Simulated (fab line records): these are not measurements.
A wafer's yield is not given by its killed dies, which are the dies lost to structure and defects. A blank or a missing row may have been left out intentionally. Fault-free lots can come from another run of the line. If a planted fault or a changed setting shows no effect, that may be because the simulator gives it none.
Chamber matching + flow sky130 + 4 sister chambers for SKY_CONTACT_ETCH_17 on rieDiel-01
The step etches SiO2 in C4F8/O2/Ar, stops on Si3N4, target depth 340 nm. 8 wafers are shown with their chamber, then 11 later ones without.

## EACH WAFER AND ITS CHAMBER
| wafer  | chamber | oesProductAu (a.u.) |
|--------|---------|---------------------|
| L079.3 | 1       | 0.891               |
| L084.4 | 3       | 0.893               |
| L090.1 | 3       | 0.892               |
| L090.3 | 1       | 0.901               |
| L091.2 | 0       | 0.888               |
| L091.4 | 2       | 0.891               |
| L091.5 | 2       | 0.889               |
| L093.1 | 0       | 0.879               |

## WAFERS WHOSE CHAMBER IS MISSING
| wafer  | oesProductAu (a.u.) |
|--------|---------------------|
| L093.2 | 0.890               |
| L093.5 | 0.900               |
| L094.1 | 0.888               |
| L094.2 | 0.887               |
| L094.3 | 0.888               |
| L094.4 | 0.897               |
| L094.5 | 0.883               |
| L094.6 | 0.894               |
| L097.2 | 0.893               |
| L097.3 | 0.893               |
| L097.5 | 0.883               |

## CHAMBER TAKEN BY EACH
| wafer  | from the rows above               | in truth |
|--------|-----------------------------------|----------|
| L093.2 | can't be placed: 2 or 3 or 1 or 0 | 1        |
| L093.5 | can't be placed: 1 or 3 or 2      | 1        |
| L094.1 | can't be placed: 2 or 0 or 3 or 1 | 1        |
| L094.2 | can't be placed: 2 or 0 or 3 or 1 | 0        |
| L094.3 | can't be placed: 2 or 0 or 3 or 1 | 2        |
| L094.4 | can't be placed: 1 or 3 or 2      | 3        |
| L094.5 | can't be placed: 0 or 2 or 3      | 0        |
| L094.6 | can't be placed: 3 or 1 or 2 or 0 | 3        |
| L097.2 | can't be placed: 3 or 1 or 2 or 0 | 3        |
| L097.3 | can't be placed: 3 or 1 or 2 or 0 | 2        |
| L097.5 | can't be placed: 0 or 2 or 3      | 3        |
Placed correctly: 0 of 11. Not placeable from these rows: 11 (in 11, the candidates include the true chamber). Placed wrongly: 0.
How it was worked out, from the rows above alone: a wafer's distance from a chamber is the root of the sum, over the readings, of the square of ((its reading less the chamber's mean) divided by the reading's scatter). If the next closest chamber is less than 2 further off than the closest, the wafer can't be placed; otherwise it belongs to the closest. Each chamber's mean is taken over the wafers shown for it. The scatter: take each reading less its chamber's mean, square it, sum over the shown wafers, divide by the number of wafers less the number of chambers, and take the root.
